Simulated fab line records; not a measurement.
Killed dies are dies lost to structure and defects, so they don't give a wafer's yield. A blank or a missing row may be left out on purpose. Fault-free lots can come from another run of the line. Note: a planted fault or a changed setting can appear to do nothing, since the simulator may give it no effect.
fab line records	flow sfqLine
record lots=6	wafers=18	lastDay=91
route steps=325 shown INCOMING@1 L0@3 L0V@16 M0@28 M8@325
lots untouched by any fault: they come from a run of this same line in which no faults occurred
startH: hours from the record's first day to the start of the lot's first wafer shown	waitH: hours from the lot's prior step to this one	" repeats the value in the row above	L1.1+2: several wafers, shown together as one row	- no value, or no start was given	* or withheld: withheld	< > ~ a bound
route shown NAME@n: NAME is a module with steps in the file, n the number in the route of the first one	usual: mean and standard deviation over wafers with no fault	same: alike in all rows	chamber/n: place in a boat	sites: per-site readings	_std_site: the values' standard deviation	_edge_site: inner sites' mean taken away from outer sites' mean	radiusMm: how far each site lies from the wafer's centre	mask NAME#n: copy n	behind: the last tool/chamber to shape the wafer	hold: why the lot went on hold/how many hours it stayed there/how the hold came to an end	device: the transistor (n, p or np) that didn't switch	end of line: the tests these same wafers got at the end of their route	where a step has no rows: the recipe by itself	killed: dies lost to structure and defects at the first sort, not the wafer's yield	map: a wafer's dies, x killed, . not, _ none there
set.NAME: the setting the step ran with; set.NAME@STEP: the setting that earlier step ran with	model.NAME: the simulator's own value behind a step, which no gauge read
lots seen at some steps along the route; tables by step, rows by wafer
services: from which hour (startH, from the record's first day; less than 0 if before it) a tool's chamber was out of use, for how many hours, and why
## steps
# step SFQ_INCOMING_BOW_MEAS_900
# recipe mode=bow
# usual INCOMING_BOW=0/6.3
lot.wafer	tool	chamber	startH	waitH	INCOMING_BOW[um]
L197.4	filmMetro-04	-	20.06	-	7
L197.5	"	-	"	"	17
L197.6	"	-	"	"	2
L198.2	filmMetro-04	-	25.02	-	-2
L198.3	"	-	"	"	2
L198.6	"	-	"	"	-8
L209.1	filmMetro-01	-	80.00	-	-8
L209.4	"	-	"	"	8
L209.6	"	-	"	"	-3
L210.1	filmMetro-02	-	85.00	-	-3
L210.2	"	-	"	"	-9
L210.6	"	-	"	"	1
L213.1	filmMetro-01	-	100.00	-	5
L213.3	"	-	"	"	2
L213.5	"	-	"	"	4
L217.1	filmMetro-02	-	120.00	-	-4
L217.4	"	-	"	"	1
L217.6	"	-	"	"	-10
# step SFQ_TRILAYER_INCOMING_OXIDATION_002
# recipe tempC=1000	ambient=H2O	targetThkA=5000	pH2oTorr=720	oxTimeS=4939
# step SFQ_TRILAYER_L0_DEP_SPUTTER_003
# recipe material=MoNx_KI	basePressurePa=1.33e-06	targetThkNm=40	powerW=800	timeS=100	chamberPressurePa=0.4
# usual basePressurePa=1.32e-06/8.2e-08	throttleValvePct=30.0/1.2
lot.wafer	tool	chamber	startH	waitH	basePressurePa	throttleValvePct	model.MoNx_KI_of_TRILAYER_L0_DEP_SPUTTER_003.thkNm
L197.4	pvdSputter-05	-	22.49	0.0	1.5e-06	29.3	40.19
L197.5	"	-	"	"	1.32e-06	29.5	40.21
L197.6	"	-	"	"	1.31e-06	30.3	39.56
L198.2	pvdSputter-03	-	27.49	0.0	1.33e-06	28.8	41.2
L198.3	"	-	"	"	1.28e-06	28.2	41.18
L198.6	"	-	"	"	1.28e-06	31.1	40.8
L209.1	pvdSputter-03	-	82.49	0.0	1.45e-06	28.5	44.48
L209.4	"	-	"	"	1.28e-06	31.0	40.34
L209.6	"	-	"	"	1.37e-06	28.3	41.35
L210.1	pvdSputter-03	-	87.49	0.0	1.3e-06	28.8	44.28
L210.2	"	-	"	"	1.23e-06	30.8	39.87
L210.6	"	-	"	"	1.31e-06	29.7	39.74
L213.1	pvdSputter-05	-	102.49	0.0	1.46e-06	32.2	40.32
L213.3	"	-	"	"	1.3e-06	28.9	40.16
L213.5	"	-	"	"	1.45e-06	31.0	40.53
L217.1	pvdSputter-05	-	122.49	0.0	1.34e-06	32.2	39.59
L217.4	"	-	"	"	1.31e-06	31.2	39.7
L217.6	"	-	"	"	1.35e-06	30.2	39.44
# step SFQ_L0_RS_MEAS_901
# recipe thkMeasGauge=four-point-probe	reads=MoNx_KI_of_TRILAYER_L0_DEP_SPUTTER_003
# usual L0_MONX_KI_RS=43.4/0.58
lot.wafer	tool	chamber	startH	waitH	L0_MONX_KI_RS[ohm/sq]
L197.4	filmMetro-04	-	22.62	0.1	43.3
L197.5	"	-	"	"	43.3
L197.6	"	-	"	"	44.0
L198.2	filmMetro-03	-	27.58	0.1	42.2
L198.3	"	-	"	"	42.2
L198.6	"	-	"	"	42.6
L209.1	filmMetro-03	-	82.56	0.0	39.1
L209.4	"	-	"	"	43.1
L209.6	"	-	"	"	42.1
L210.1	filmMetro-01	-	87.56	0.0	39.4
L210.2	"	-	"	"	43.6
L210.6	"	-	"	"	44.0
L213.1	filmMetro-04	-	102.56	0.0	43.2
L213.3	"	-	"	"	43.3
L213.5	"	-	"	"	42.9
L217.1	filmMetro-03	-	122.56	0.0	43.9
L217.4	"	-	"	"	43.8
L217.6	"	-	"	"	44.2
# step SFQ_L0_THK_MEAS_902
# recipe thkMeasGauge=xrf	reads=MoNx_KI_of_TRILAYER_L0_DEP_SPUTTER_003
# usual L0_MONX_KI_THK=40.6/0.55
lot.wafer	tool	chamber	startH	waitH	L0_MONX_KI_THK[nm]
L197.4	filmMetro-04	-	22.71	0.1	40.8
L197.5	"	-	"	"	40.7
L197.6	"	-	"	"	40.1
L198.2	filmMetro-03	-	27.69	0.1	41.4
L198.3	"	-	"	"	41.3
L198.6	"	-	"	"	40.8
L209.1	filmMetro-03	-	82.68	0.1	44.8
L209.4	"	-	"	"	40.4
L209.6	"	-	"	"	41.5
L210.1	filmMetro-01	-	87.68	0.1	44.8
L210.2	"	-	"	"	40.4
L210.6	"	-	"	"	40.5
L213.1	filmMetro-04	-	102.68	0.1	40.6
L213.3	"	-	"	"	40.6
L213.5	"	-	"	"	40.7
L217.1	filmMetro-03	-	122.68	0.1	40.0
L217.4	"	-	"	"	40.4
L217.6	"	-	"	"	39.9
# step SFQ_TRILAYER_L0_LITHO_COAT_010
# recipe resist=BARC	spinRpm=3000	resistThkNm=62
# step SFQ_TRILAYER_L0_LITHO_COAT_005
# recipe resist=KrF	spinRpm=3000	resistThkNm=595
# step SFQ_TRILAYER_L0_LITHO_SOFTBAKE_009
# recipe tempC=withheld	timeS=withheld	resist=KrF
# step SFQ_TRILAYER_L0_LITHO_EXPOSE_006
# recipe maskId=L0	na=0.6	sourceShape=conventional	sigmaOuter=0.65	targetCdNm=2000	doseMj=14.4
# step SFQ_TRILAYER_L0_LITHO_PEB_008
# recipe pebTempC=115	pebTimeS=60	resist=KrF
# step SFQ_TRILAYER_L0_LITHO_DEVELOP_007
# recipe timeS=60	resist=KrF
# step SFQ_TRILAYER_L0_BARC_OPEN_METAL_ETCH_010
# recipe maskMaterial=PR	chemistry=O2	targetDepthNm=125	target=BARC	icpW=600	biasW=80	pressureMtorr=10	timeS=41.7
# usual drypumpMotorCurrentA=5.3/0.49	oesProductAu=0.685/0.0047
lot.wafer	tool	chamber	startH	waitH	drypumpMotorCurrentA	oesProductAu	rfHoursCounterH
L197.4	rieMetal-03	1	38.10	0.1	6.2	0.683	-
L197.5	"	1	"	"	6.2	0.687	-
L197.6	"	0	"	"	5.0	0.681	-
L198.2	rieMetal-03	0	40.48	0.1	5.0	0.676	63
L198.3	"	1	"	"	6.2	0.688	-
L198.6	"	1	"	"	6.2	0.679	-
L209.1	rieMetal-04	0	106.95	0.1	5.4	0.689	158
L209.4	"	1	"	"	4.9	0.688	-
L209.6	"	1	"	"	4.9	0.680	-
L210.1	rieMetal-04	0	118.90	0.1	5.4	0.687	159
L210.2	"	1	"	"	4.9	0.686	22
L210.6	"	1	"	"	4.9	0.688	-
L213.1	rieMetal-03	1	160.70	0.1	6.2	0.680	29
L213.3	"	1	"	"	6.3	0.683	-
L213.5	"	0	"	"	5.0	0.677	-
L217.1	rieMetal-04	1	201.63	0.1	5.0	0.688	32
L217.4	"	1	"	"	4.9	0.685	-
L217.6	"	1	"	"	4.9	0.687	-
# step SFQ_TRILAYER_L0_ETCH_METAL_ETCH_008
# recipe target=MoNx_KI	stopOn=SiO2	maskMaterial=PR	chemistry=SF6/O2	targetDepthNm=50	icpW=600	biasW=80	pressureMtorr=10	timeS=25
# usual drypumpMotorCurrentA=5.3/0.49	oesProductAu=0.875/0.0078
lot.wafer	tool	chamber	startH	waitH	drypumpMotorCurrentA	oesProductAu	rfHoursCounterH
L197.4	rieMetal-03	1	38.15	0.0	6.2	0.873	-
L197.5	"	1	"	"	6.2	0.872	-
L197.6	"	0	"	"	5.0	0.867	-
L198.2	rieMetal-03	0	40.54	0.0	5.0	0.886	63
L198.3	"	1	"	"	6.3	0.891	-
L198.6	"	1	"	"	6.3	0.888	-
L209.1	rieMetal-04	0	107.01	0.0	5.4	0.927	158
L209.4	"	1	"	"	4.9	0.886	-
L209.6	"	1	"	"	4.9	0.887	-
L210.1	rieMetal-04	0	118.96	0.0	5.4	0.933	159
L210.2	"	1	"	"	5.0	0.868	22
L210.6	"	1	"	"	5.0	0.875	-
L213.1	rieMetal-03	1	160.76	0.0	6.2	0.881	29
L213.3	"	1	"	"	6.2	0.885	-
L213.5	"	0	"	"	4.9	0.878	-
L217.1	rieMetal-04	1	201.69	0.0	4.9	0.861	32
L217.4	"	1	"	"	4.9	0.866	-
L217.6	"	1	"	"	4.9	0.867	-
# step SFQ_TRILAYER_L0_STRIP_STRIP_009
# recipe gas=O2	powerW=200	platenTempC=40	overashFraction=0.65	chemistry=O2	pressureMtorr=50
# usual drypumpMotorCurrentA=5.3/0.5	oesProductAu=0.998/0.009
# same overashFraction=0.65
lot.wafer	tool	chamber	startH	waitH	drypumpMotorCurrentA	oesProductAu	rfHoursCounterH
L197.4	rieMetal-03	1	38.38	0.2	6.3	1.010	-
L197.5	"	1	"	"	6.2	1.017	-
L197.6	"	0	"	"	5.0	0.999	-
L198.2	rieMetal-03	0	40.58	0.0	5.0	1.006	63
L198.3	"	1	"	"	6.2	1.006	-
L198.6	"	1	"	"	6.2	1.004	-
L209.1	rieMetal-04	0	107.05	0.0	5.4	0.987	158
L209.4	"	1	"	"	5.0	0.987	-
L209.6	"	1	"	"	4.9	0.989	-
L210.1	rieMetal-04	0	119.01	0.0	5.4	0.988	159
L210.2	"	1	"	"	5.0	0.983	22
L210.6	"	1	"	"	5.0	0.993	-
L213.1	rieMetal-03	1	160.81	0.0	6.2	1.013	29
L213.3	"	1	"	"	6.2	1.011	-
L213.5	"	0	"	"	4.9	1.005	-
L217.1	rieMetal-04	1	201.73	0.0	5.0	1.005	32
L217.4	"	1	"	"	5.0	0.996	-
L217.6	"	1	"	"	5.0	0.993	-
# step SFQ_TRILAYER_L0_STRIP_SOLV_CLEAN_010
# recipe chemistry=NMP	tempC=70	timeS=600
# step SFQ_TRILAYER_L0_CAP_PECVD_011
# recipe material=SiO2	tempC=150	timeS=13.333	pressureTorr=2.4	rfW=183.3	precursor=SiH4/N2O	targetThkNm=60
# usual heaterPowerW=84/21	throttleValvePct=25.4/1.9
lot.wafer	tool	chamber	startH	waitH	heaterPowerW	throttleValvePct
L197.4	pecvd-01	2	38.97	0.0	69	24.6
L197.5	"	0	"	"	99	29.0
L197.6	"	1	"	"	49	28.3
L198.2	pecvd-03	0	41.36	0.0	112	24.0
L198.3	"	2	"	"	107	23.7
L198.6	"	1	"	"	83	24.0
L209.1	pecvd-01	2	107.83	0.0	65	24.9
L209.4	"	1	"	"	45	28.5
L209.6	"	2	"	"	65	24.9
L210.1	pecvd-03	2	119.78	0.0	104	24.0
L210.2	"	0	"	"	104	23.8
L210.6	"	0	"	"	103	23.9
L213.1	pecvd-03	2	161.58	0.0	100	23.9
L213.3	"	0	"	"	110	24.2
L213.5	"	0	"	"	109	24.3
L217.1	pecvd-04	0	202.51	0.0	90	24.5
L217.4	"	1	"	"	106	25.0
L217.6	"	0	"	"	91	24.5
# step SFQ_TRILAYER_L0_VIA_LITHO_COAT_018
# recipe resist=BARC	spinRpm=3000	resistThkNm=62
# step SFQ_TRILAYER_L0_VIA_LITHO_COAT_013
# recipe resist=KrF	spinRpm=3000	resistThkNm=639.5
# step SFQ_TRILAYER_L0_VIA_LITHO_SOFTBAKE_017
# recipe tempC=withheld	timeS=withheld	resist=KrF
# step SFQ_TRILAYER_L0_VIA_LITHO_EXPOSE_014
# recipe maskId=L0V	na=0.6	sourceShape=conventional	sigmaOuter=0.65	targetCdNm=700	doseMj=21.3
# step SFQ_TRILAYER_L0_VIA_LITHO_PEB_016
# recipe pebTempC=115	pebTimeS=60	resist=KrF
# step SFQ_TRILAYER_L0_VIA_LITHO_DEVELOP_015
# recipe timeS=60	resist=KrF
# step SFQ_L0V_OVL_MEAS_903
# usual L0V_OVL=1/5
lot.wafer	tool	chamber	startH	waitH	L0V_OVL[nm]
L197.4	overlay-01	-	105.52	0.1	6
L197.5	"	-	"	"	3
L197.6	"	-	"	"	2
L198.2	overlay-02	-	109.11	0.1	-1
L198.3	"	-	"	"	0
L198.6	"	-	"	"	1
L209.1	overlay-02	-	170.30	0.1	-2
L209.4	"	-	"	"	-3
L209.6	"	-	"	"	2
L210.1	overlay-02	-	194.43	0.1	13
L210.2	"	-	"	"	9
L210.6	"	-	"	"	14
L213.1	overlay-01	-	266.38	0.1	5
L213.3	"	-	"	"	-1
L213.5	"	-	"	"	2
L217.1	overlay-02	-	309.29	0.1	3
L217.4	"	-	"	"	1
L217.6	"	-	"	"	0
# step SFQ_TRILAYER_L0_VIA_BARC_OPEN_VIA_ETCH_021
# recipe maskMaterial=PR	chemistry=O2	targetDepthNm=125	target=BARC	sourceW=500	biasW=80	pressureMtorr=30	timeS=41.7
# usual drypumpMotorCurrentA=5.8/0.43	oesProductAu=0.684/0.0048
lot.wafer	tool	chamber	startH	waitH	drypumpMotorCurrentA	oesProductAu	rfHoursCounterH
L197.4	rieDiel-04	2	105.54	0.0	6.0	0.685	101
L197.5	"	1	"	"	6.0	0.689	-
L197.6	"	2	"	"	6.0	0.685	-
L198.2	rieDiel-04	0	109.14	0.0	6.0	0.688	123
L198.3	"	3	"	"	5.3	0.690	140
L198.6	"	2	"	"	6.0	0.688	-
L209.1	rieDiel-03	1	170.34	0.0	6.0	0.684	20
L209.4	"	3	"	"	5.8	0.681	145
L209.6	"	1	"	"	6.0	0.679	-
L210.1	rieDiel-02	2	194.47	0.0	6.5	0.682	117
L210.2	"	3	"	"	6.0	0.680	131
L210.6	"	0	"	"	5.0	0.674	-
L213.1	rieDiel-03	0	266.42	0.0	6.4	0.684	89
L213.3	"	2	"	"	5.4	0.681	9
L213.5	"	2	"	"	5.4	0.686	-
L217.1	rieDiel-04	1	309.33	0.0	5.9	0.694	14
L217.4	"	3	"	"	5.3	0.689	0
L217.6	"	2	"	"	6.0	0.682	-
# step SFQ_TRILAYER_L0_VIA_ETCH_VIA_ETCH_016
# recipe target=SiO2	stopOn=MoNx_KI	maskMaterial=PR	chemistry=CHF3	targetDepthNm=80	sourceW=500	biasW=80	pressureMtorr=30	timeS=withheld
# step SFQ_TRILAYER_L0_VIA_STRIP_STRIP_017
# recipe gas=O2	powerW=200	platenTempC=40	overashFraction=0.65	chemistry=O2	pressureMtorr=50
# step SFQ_TRILAYER_L0_VIA_STRIP_SOLV_CLEAN_018
# recipe chemistry=NMP	tempC=70	timeS=600
# step SFQ_TRILAYER_M0_DEP_PRE_CLEAN_020
# recipe gas=Ar	timeS=15	biasV=250
# step SFQ_TRILAYER_M0_DEP_SPUTTER_019
# recipe material=Nb	basePressurePa=1.33e-06	chamberPressurePa=0.1333	substrateTempC=20	resputterCathodeVoltageV=400	targetThkNm=200	powerW=2000	timeS=133.3
# usual basePressurePa=1.35e-06/9.9e-08	throttleValvePct=30.1/1.1
lot.wafer	tool	chamber	startH	waitH	basePressurePa	throttleValvePct
L197.4	pvdSputter-06	-	106.42	0.0	1.39e-06	28.4
L197.5	"	-	"	"	1.64e-06	30.7
L197.6	"	-	"	"	1.34e-06	30.9
L198.2	pvdSputter-05	-	110.02	0.0	1.25e-06	31.8
L198.3	"	-	"	"	1.37e-06	31.4
L198.6	"	-	"	"	1.3e-06	31.1
L209.1	pvdSputter-04	-	171.23	0.0	1.49e-06	30.1
L209.4	"	-	"	"	1.33e-06	29.5
L209.6	"	-	"	"	1.23e-06	30.5
L210.1	pvdSputter-04	-	195.37	0.0	1.55e-06	31.6
L210.2	"	-	"	"	1.29e-06	30.6
L210.6	"	-	"	"	1.3e-06	31.4
L213.1	pvdSputter-04	-	267.90	0.0	1.3e-06	30.1
L213.3	"	-	"	"	1.33e-06	31.4
L213.5	"	-	"	"	1.26e-06	29.6
L217.1	pvdSputter-04	-	310.23	0.0	1.44e-06	30.4
L217.4	"	-	"	"	1.35e-06	31.6
L217.6	"	-	"	"	1.26e-06	30.3
# step SFQ_M0_RS_MEAS_904
# recipe thkMeasGauge=four-point-probe	reads=Nb_of_TRILAYER_M0_DEP_SPUTTER_019
# usual M0_NB_RS=0.889/0.011
lot.wafer	tool	chamber	startH	waitH	M0_NB_RS[ohm/sq]
L197.4	filmMetro-03	-	106.57	0.1	0.890
L197.5	"	-	"	"	0.890
L197.6	"	-	"	"	0.886
L198.2	filmMetro-02	-	110.13	0.1	0.895
L198.3	"	-	"	"	0.899
L198.6	"	-	"	"	0.898
L209.1	filmMetro-03	-	171.33	0.1	0.885
L209.4	"	-	"	"	0.886
L209.6	"	-	"	"	0.879
L210.1	filmMetro-03	-	195.46	0.0	0.865
L210.2	"	-	"	"	0.867
L210.6	"	-	"	"	0.860
L213.1	filmMetro-02	-	267.99	0.0	0.887
L213.3	"	-	"	"	0.885
L213.5	"	-	"	"	0.894
L217.1	filmMetro-01	-	310.32	0.0	0.882
L217.4	"	-	"	"	0.899
L217.6	"	-	"	"	0.886
# step SFQ_TRILAYER_M0_LITHO_COAT_026
# recipe resist=BARC	spinRpm=3000	resistThkNm=62
# step SFQ_M8_BOW_MEAS_951
# recipe mode=bow
# usual M8_BOW=8/12
lot.wafer	tool	chamber	startH	waitH	M8_BOW[um]	model.etest.l0.ohmSq	model.etest.l0v.linkOhm	model.etest.l0.ohmUm
L197.4	filmMetro-02	-	1918.65	0.1	27	43.34	44.25	21.66
L197.5	"	-	"	"	35	43.32	44.24	21.68
L197.6	"	-	"	"	21	44.03	44.94	22.03
L198.2	filmMetro-03	-	1927.01	0.0	18	42.28	43.2	21.17
L198.3	"	-	"	"	21	42.3	43.22	21.17
L198.6	"	-	"	"	12	42.69	43.62	21.37
L209.1	filmMetro-04	-	2080.15	0.0	4	39.16	40.07	19.57
L209.4	"	-	"	"	20	43.18	44.09	21.61
L209.6	"	-	"	"	10	42.12	43.03	21.08
L210.1	filmMetro-03	-	2156.00	0.0	9	39.34	40.23	19.68
L210.2	"	-	"	"	2	43.69	44.58	21.85
L210.6	"	-	"	"	11	43.83	44.72	21.94
L213.1	filmMetro-04	-	2170.52	0.0	-4	43.2	44.12	21.63
L213.3	"	-	"	"	-6	43.37	44.29	21.71
L213.5	"	-	"	"	-5	42.97	43.9	21.5
L217.1	filmMetro-03	-	2182.70	0.0	-11	43.99	44.9	22.01
L217.4	"	-	"	"	-7	43.88	44.8	21.95
L217.6	"	-	"	"	-17	44.16	45.07	22.08
## services
tool	chamber	startH	hours	kind
pvdSputter-04	-	0.08	4.4	repair
rieDiel-03	2	3.66	3.9	repair
rieDiel-04	1	4.83	4.4	repair
rieDiel-03	-	18.97	0.6	repair
pvdSputter-05	-	30.42	2.1	repair
pecvd-03	-	36.18	0.5	repair
pvdSputter-05	-	69.68	2.7	repair
pvdSputter-03	-	72.13	6.0	repair
rieMetal-03	1	82.82	49.6	repair
pvdSputter-03	-	84.33	1.3	repair
rieDiel-03	3	93.35	3.0	repair
rieMetal-04	0	112.50	2.6	repair
rieDiel-04	2	117.15	8.0	repair
rieDiel-03	3	117.50	4.5	repair
pvdSputter-03	-	135.28	4.5	repair
pvdSputter-03	-	179.83	1.0	repair
pecvd-03	2	196.31	3.8	repair
rieMetal-03	1	221.69	64.5	repair
rieDiel-04	-	253.77	15.6	pm
rieDiel-04	0	272.70	1.8	repair
pvdSputter-03	-	275.94	11.6	repair
rieDiel-04	-	298.05	0.3	repair
rieMetal-04	0	305.99	1.0	repair
pecvd-03	0	309.01	27.1	repair
## key
firstSign step=SFQ_L0_RS_MEAS_901	reading=L0_MONX_KI_RS	direction=down	sigmas=7.1	usual=43.4	struck=39.3
effect step=SFQ_L0_THK_MEAS_902	reading=L0_MONX_KI_THK	direction=up	sigmas=7.7	usual=40.6	struck=44.8
effect step=SFQ_TRILAYER_L0_ETCH_METAL_ETCH_008	reading=oesProductAu	direction=up	sigmas=7	usual=0.875	struck=0.930
modelEffect step=SFQ_TRILAYER_L0_DEP_SPUTTER_003	value=MoNx_KI_of_TRILAYER_L0_DEP_SPUTTER_003.thkNm	without=40.59	struck=44.38
modelEffect step=SFQ_M8_BOW_MEAS_951	value=etest.l0.ohmSq	without=42.91	struck=39.25
metAt SFQ_TRILAYER_L0_DEP_SPUTTER_003
struckWafers L209.1,L210.1
onsetBetween 27.49 82.49
fault kind=processParameterDrift	tool=pvdSputter-03	chamber=-	onsetH=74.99	steps=SFQ_TRILAYER_L0_DEP_SPUTTER_003	channel=timeS	offset=*	shape=step	endH=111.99	actsIn=*	stated=*	scope=struckWafersOnly
